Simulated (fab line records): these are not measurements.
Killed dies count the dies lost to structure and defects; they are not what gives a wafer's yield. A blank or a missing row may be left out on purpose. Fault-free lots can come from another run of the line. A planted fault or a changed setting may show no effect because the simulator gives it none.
fab line records | flow gf180mcu
record: lots: 14 wafers: 38 last-day: 33
route steps=602 shown HV_LDD@234 SAB@277 SALICIDE@286 M1@318
lots that met no fault: from a run of the same line without faults
start-h: the number of hours between the record's first day and the start of the first shown wafer of the lot | wait-h: hours since the lot's step before | " identical to the entry in the row above | L1.1+2: several wafers, shown together as one row | - either no value or no given start | * or withheld: withheld | < > ~ a bound
route shown NAME@n: names a module that has steps shown in the file, with the first one's number in the route | usual: the fault-free wafers' mean and standard deviation | same: alike in all rows | chamber/n: place in a boat | sites: readings site by site | _std_site: their standard deviation | _edge_site: the outer-site mean with the inner-site mean subtracted | radius-mm: how far each site lies from the wafer's centre | mask NAME#n: copy n | behind: the last tool/chamber to shape the wafer | hold: reason for holding the lot/hours on hold/outcome of the hold | device: the transistor (n, p or np) that didn't switch | end of line: tests of these same wafers at the route's end | step lacking rows: just its recipe | killed: at the first sort, the dies lost to defects and structure; wafer yield is something else | map: a wafer's dies, marking killed ones x, the rest . and places with no die _
set.NAME: the setting as run; set.NAME@STEP: as run at that earlier step | model.NAME: the simulator's own value behind a step, which no gauge read
one table for each step of the route and one row for each wafer, over a sample of lots
services: the hour from which a tool's chamber was out of use, counted from the record's first day as start-h (under 0 if before that day), plus the number of hours and why
== steps ==
step: GF_HV_LDD_ETCHBACK_58
recipe: chemistry: CH3F/O2 target: Si3N4 stop-on: SiO2 source-w: 400 bias-w: 80 pressure-mtorr: 25 ch3f-flow-sccm: 40 O2_flow_sccm: 30 time-s: 100 target-depth-a: 900
usual: chamber-pressure-mTorr: 25.001/0.022 drypump-motor-current-A: 5.7/0.62 oes-product-au: 0.841/0.0075 throttle-valve-pct: 10.561/0.0098
columns lot.wafer tool chamber start-h wait-h chamber-pressure-mTorr drypump-motor-current-A oes-product-au rf-hours-counter-h throttle-valve-pct
L735.2 rie-diel-03 3 276.87 0.0 25.034 6.6 0.841 6 10.566
L735.4 " 2 " " 25.012 5.1 0.838 - 10.569
L735.6 " 3 " " 24.993 6.6 0.832 - 10.561
L736.1 rie-diel-03 1 291.92 0.1 24.996 5.1 0.847 111 10.569
L736.3 " 3 " " 25.016 6.6 0.833 7 10.558
L736.4 " 2 " " 25.004 5.1 0.845 3 10.562
L737.4 rie-diel-03 3 296.13 0.0 25.025 6.6 0.850 7 10.541
L737.5 " 3 " " 24.999 6.6 0.840 - 10.544
L737.6 " 0 " " 25.030 5.1 0.848 - 10.548
L739.1 rie-diel-01 0 323.71 0.1 24.984 6.0 0.839 32 10.539
L739.4 " 3 " " 25.002 5.3 0.837 111 10.557
L739.6 " 1 " " 25.017 5.8 0.840 - 10.550
L740.3 rie-diel-03 1 323.71 0.0 25.007 5.1 0.841 112 10.562
L740.5 " 2 " " 25.003 5.1 0.848 - 10.538
L740.6 " 3 " " 25.004 6.6 0.848 - 10.574
L741.1 rie-diel-02 2 338.34 0.1 25.005 5.9 0.835 6 10.553
L741.3 " 0 " " 25.005 6.1 0.833 113 10.545
L741.5 " 2 " " 24.945 5.9 0.834 - 10.556
L742.3 rie-diel-02 0 345.61 0.0 25.009 6.2 0.845 113 10.577
L742.4 " 3 " " 25.025 5.6 0.834 22 10.543
L742.5 " 0 " " 24.993 6.1 0.843 - 10.553
L743.2 rie-diel-03 2 364.98 0.0 24.999 5.1 0.847 5 10.571
L743.4 " 1 " " 25.012 5.1 0.839 113 10.564
L743.5 " 3 " " 25.012 6.6 0.851 - 10.559
L744.2 rie-diel-03 1 372.13 0.0 25.024 5.1 0.833 113 10.571
L744.5 " 2 " " 24.986 5.1 0.833 - 10.562
L744.6 " 3 " " 25.008 6.6 0.844 - 10.558
L748.2 rie-diel-03 0 396.77 0.0 24.992 5.1 0.775 19 10.560
L749.4 rie-diel-03 0 402.37 0.1 25.016 5.1 0.784 - 10.552
L751.1 rie-diel-02 0 420.04 0.1 25.030 6.1 0.839 0 10.566
L751.2 " 3 " " 25.008 5.6 0.842 24 10.548
L751.4 " 2 " " 24.992 5.9 0.838 9 10.559
L754.2 rie-diel-01 3 440.45 0.0 25.023 5.3 0.846 1 10.572
L754.3 " 0 " " 25.004 6.1 0.850 35 10.559
L754.4 " 2 " " 25.025 6.7 0.835 13 10.555
L756.2 rie-diel-01 0 457.07 0.0 25.000 6.0 0.844 36 10.568
L756.3 " 3 " " 24.973 5.3 0.843 1 10.571
L756.5 " 3 " " 25.016 5.3 0.834 - 10.559
step: GF_SAB_STRIP_13
recipe: chemistry: O2/N2 power-w: 1400 pressure-mtorr: 1500 platen-temp-c: 250 o2-flow-sccm: 3000 n2-flow-sccm: 300 overash-fraction: 0.5
usual: chamber-pressure-mTorr: 1500.1/1.3 drypump-motor-current-A: 6.0/0.47 heater-power-w: 320/19 oes-product-au: 0.709/0.0043 strip-time-to-endpoint-s: 12.60/0.046
columns lot.wafer tool chamber start-h wait-h chamber-pressure-mTorr drypump-motor-current-A heater-power-w oes-product-au rf-hours-counter-h strip-time-to-endpoint-s
L735.2 plasma-asher-02 1 337.61 0.0 1502.9 6.5 299 0.711 69 12.64
L735.4 " 1 " " 1498.8 6.5 310 0.708 - 12.66
L735.6 " 0 " " 1498.2 5.7 310 0.705 - 12.65
L736.1 plasma-asher-02 1 355.28 0.0 1499.2 6.4 302 0.709 70 12.71
L736.3 " 0 " " 1500.2 5.7 311 0.712 - 12.69
L736.4 " 1 " " 1498.9 6.4 307 0.714 - 12.65
L737.4 plasma-asher-01 0 359.13 0.0 1499.1 5.7 325 0.710 - 12.54
L737.5 " 0 " " 1500.7 5.8 316 0.702 - 12.57
L737.6 " 1 " " 1501.1 5.3 349 0.709 - 12.58
L740.3 plasma-asher-03 1 388.19 0.0 1497.2 6.8 358 0.706 - 12.63
L740.5 " 0 " " 1500.2 5.8 313 0.710 - 12.66
L740.6 " 1 " " 1498.3 6.8 366 0.716 - 12.65
L739.1 plasma-asher-01 1 388.32 0.0 1501.0 5.3 348 0.715 75 12.54
L739.4 " 1 " " 1500.5 5.3 355 0.713 - 12.52
L739.6 " 1 " " 1500.3 5.3 342 0.705 - 12.53
L741.1 plasma-asher-02 1 405.06 0.0 1501.0 6.5 308 0.707 75 12.59
L741.3 " 1 " " 1501.5 6.5 297 0.712 - 12.64
L741.5 " 1 " " 1500.4 6.5 300 0.706 - 12.63
L742.3 plasma-asher-02 0 411.78 0.0 1499.6 5.7 312 0.708 - 12.55
L742.4 " 1 " " 1500.4 6.5 303 0.701 - 12.59
L742.5 " 1 " " 1498.2 6.5 306 0.713 - 12.56
L743.2 plasma-asher-01 0 435.17 0.0 1501.1 5.7 305 0.705 1 12.60
L743.4 " 1 " " 1501.6 5.3 350 0.711 - 12.59
L743.5 " 1 " " 1501.2 5.3 350 0.714 - 12.62
L744.2 plasma-asher-02 0 442.39 0.0 1501.1 5.7 307 0.705 80 12.58
L744.5 " 0 " " 1498.4 5.7 312 0.704 - 12.53
L744.6 " 1 " " 1502.8 6.5 309 0.706 - 12.56
L751.1 plasma-asher-01 0 492.08 0.0 1497.3 5.8 313 0.709 7 12.57
L751.2 " 1 " " 1500.6 5.3 346 0.709 7 12.58
L751.4 " 0 " " 1503.4 5.8 308 0.714 - 12.55
L754.2 plasma-asher-02 0 513.38 0.0 1500.3 5.7 314 0.707 89 12.57
L754.3 " 0 " " 1498.2 5.7 318 0.711 - 12.58
L754.4 " 1 " " 1498.9 6.5 305 0.706 - 12.59
L756.2 plasma-asher-02 1 529.16 0.0 1500.9 6.5 306 0.707 91 12.58
L756.3 " 1 " " 1497.2 6.5 311 0.713 - 12.59
L756.5 " 0 " " 1499.6 5.7 315 0.704 - 12.61
step: GF_SALICIDE_RTA_08
recipe: temp-c: 800 time-s: 30 ambient: N2
usual: lamp-power-pct: 15.7/0.61 wafer_temp_C_max: 804.4/0.95
columns lot.wafer tool chamber start-h wait-h lamp-power-pct wafer_temp_C_max
L735.2 rtp-anneal-02 0 338.24 0.0 14.5 806.2
L735.4 " 0 " " 14.5 806.0
L735.6 " 0 " " 14.5 804.7
L736.1 rtp-anneal-01 0 355.90 0.0 16.0 805.0
L736.3 " 0 " " 15.9 803.0
L736.4 " 0 " " 16.0 804.9
L737.4 rtp-anneal-01 0 359.77 0.1 16.0 805.2
L737.5 " 0 " " 16.0 803.1
L737.6 " 0 " " 16.0 803.5
L740.3 rtp-anneal-02 0 388.88 0.0 14.4 804.8
L740.5 " 0 " " 14.5 804.5
L740.6 " 0 " " 14.4 804.6
L739.1 rtp-anneal-01 0 388.94 0.0 16.0 803.4
L739.4 " 0 " " 16.0 803.0
L739.6 " 0 " " 16.0 802.6
L741.1 rtp-anneal-01 0 405.67 0.0 16.0 805.1
L741.3 " 0 " " 16.0 804.4
L741.5 " 0 " " 16.0 804.8
L742.3 rtp-anneal-02 0 412.40 0.0 14.5 805.0
L742.4 " 0 " " 14.5 804.8
L742.5 " 0 " " 14.4 804.2
L743.2 rtp-anneal-01 0 435.80 0.0 16.0 804.4
L743.4 " 0 " " 16.0 804.2
L743.5 " 0 " " 16.0 804.3
L744.2 rtp-anneal-01 0 443.02 0.0 16.0 804.4
L744.5 " 0 " " 16.0 805.0
L744.6 " 0 " " 16.0 803.3
L751.1 rtp-anneal-01 0 492.81 0.0 16.0 804.3
L751.2 " 0 " " 16.0 802.8
L751.4 " 0 " " 16.0 802.9
L754.2 rtp-anneal-01 0 514.02 0.0 16.0 802.7
L754.3 " 0 " " 16.0 803.9
L754.4 " 0 " " 16.0 803.3
L756.2 rtp-anneal-01 0 529.78 0.0 16.0 804.4
L756.3 " 0 " " 15.9 804.0
L756.5 " 0 " " 15.9 804.0
step: GF_M1_SPUTTER_03
recipe: material: Ti target-thk-nm: 10 substrate-temp-c: 300 chamber-pressure-pa: 0.3 power-w: 3000 time-s: 6.7
usual: throttle-valve-pct: 30.4/1.2
columns lot.wafer tool chamber start-h wait-h throttle-valve-pct
L735.2 pvd-sputter-04 - 361.86 0.0 30.3
L735.4 " - " " 31.5
L735.6 " - " " 29.5
L736.1 pvd-sputter-04 - 379.28 0.0 30.2
L736.3 " - " " 31.1
L736.4 " - " " 29.4
L737.4 pvd-sputter-04 - 382.97 0.0 30.8
L737.5 " - " " 29.5
L737.6 " - " " 30.5
L740.3 pvd-sputter-02 - 413.70 0.0 31.5
L740.5 " - " " 29.9
L740.6 " - " " 31.7
L739.1 pvd-sputter-03 - 413.86 0.0 29.2
L739.4 " - " " 30.5
L739.6 " - " " 29.2
L741.1 pvd-sputter-04 - 431.56 0.0 29.4
L741.3 " - " " 31.7
L741.5 " - " " 29.5
L742.3 pvd-sputter-03 - 438.34 0.0 31.2
L742.4 " - " " 29.1
L742.5 " - " " 30.9
L743.2 pvd-sputter-03 - 461.70 0.0 30.4
L743.4 " - " " 30.7
L743.5 " - " " 31.2
L744.2 pvd-sputter-03 - 468.87 0.0 30.6
L744.5 " - " " 30.9
L744.6 " - " " 30.4
L751.1 pvd-sputter-03 - 518.77 0.0 30.7
L751.2 " - " " 29.2
L751.4 " - " " 30.5
L754.2 pvd-sputter-02 - 538.75 0.0 31.4
L754.3 " - " " 29.8
L754.4 " - " " 31.7
L756.2 pvd-sputter-02 - 554.61 0.0 31.8
L756.3 " - " " 29.8
L756.5 " - " " 31.8
== services ==
columns tool chamber start-h hours kind
pvd-sputter-04 - 264.97 1.5 repair
rie-diel-03 1 275.31 5.6 repair
rie-diel-01 - 278.31 33.7 repair
rie-diel-02 0 279.61 4.3 repair
rie-diel-01 - 288.55 1.9 repair
rie-diel-01 0 292.03 10.3 repair
rtp-anneal-02 - 294.43 4.1 pm
plasma-asher-01 - 299.68 14.6 pm
pvd-sputter-03 - 306.95 5.6 repair
plasma-asher-01 - 314.28 2.8 pm
plasma-asher-01 - 323.08 2.9 repair
rie-diel-01 1 340.03 4.5 repair
rtp-anneal-01 - 342.83 4.4 pm
rie-diel-03 2 348.04 4.6 repair
plasma-asher-01 - 361.16 1.3 repair
plasma-asher-01 - 421.25 9.0 pm
rie-diel-03 1 424.19 10.0 repair
pvd-sputter-03 - 442.39 1.3 repair
rie-diel-03 2 452.70 2.6 repair
pvd-sputter-03 - 462.42 2.6 repair
plasma-asher-01 - 470.18 7.7 repair
rie-diel-03 2 482.96 4.8 repair
pvd-sputter-04 - 515.84 4.2 repair
plasma-asher-01 - 521.62 21.6 repair
== key ==
first-sign: step: GF_HV_LDD_ETCHBACK_58 reading: oes-product-au direction: down sigmas: 8.1 usual: 0.841 struck: 0.779
effect none on later readings
met-at GF_HV_LDD_ETCHBACK_58
struck-lots L748,L749
struck-wafers L748.2,L749.4
later-rows-left-out L748.2,L749.4
sort-left-out L748.2,L749.4
tester-left-out L748,L749
not-acting-at GF_SAB_STRIP_13,GF_SALICIDE_RTA_08,GF_M1_SPUTTER_03
onset-between 296.13 396.77
fault: kind: process-parameter-drift tool: rie-diel-03 chamber: 0 onset-h: 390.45 steps: GF_HV_LDD_ETCHBACK_58 channel: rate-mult offset: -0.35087 shape: step end-h: 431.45
tester-left-out: of these lots the tester's yield and bins aren't shown, on N5 and GAA mostly nor the transistor test; their killed dies are dies lost to structure and defects alone, not to doping, threshold or leakage, so they don't give the yield
sort-left-out: the simulated sort isn't trusted on such a fault, so these wafers' sort isn't shown, and their yield isn't known
later-rows-left-out: the simulator's readings of these wafers behind a module that went badly wrong aren't trusted and aren't shown, but for the sort
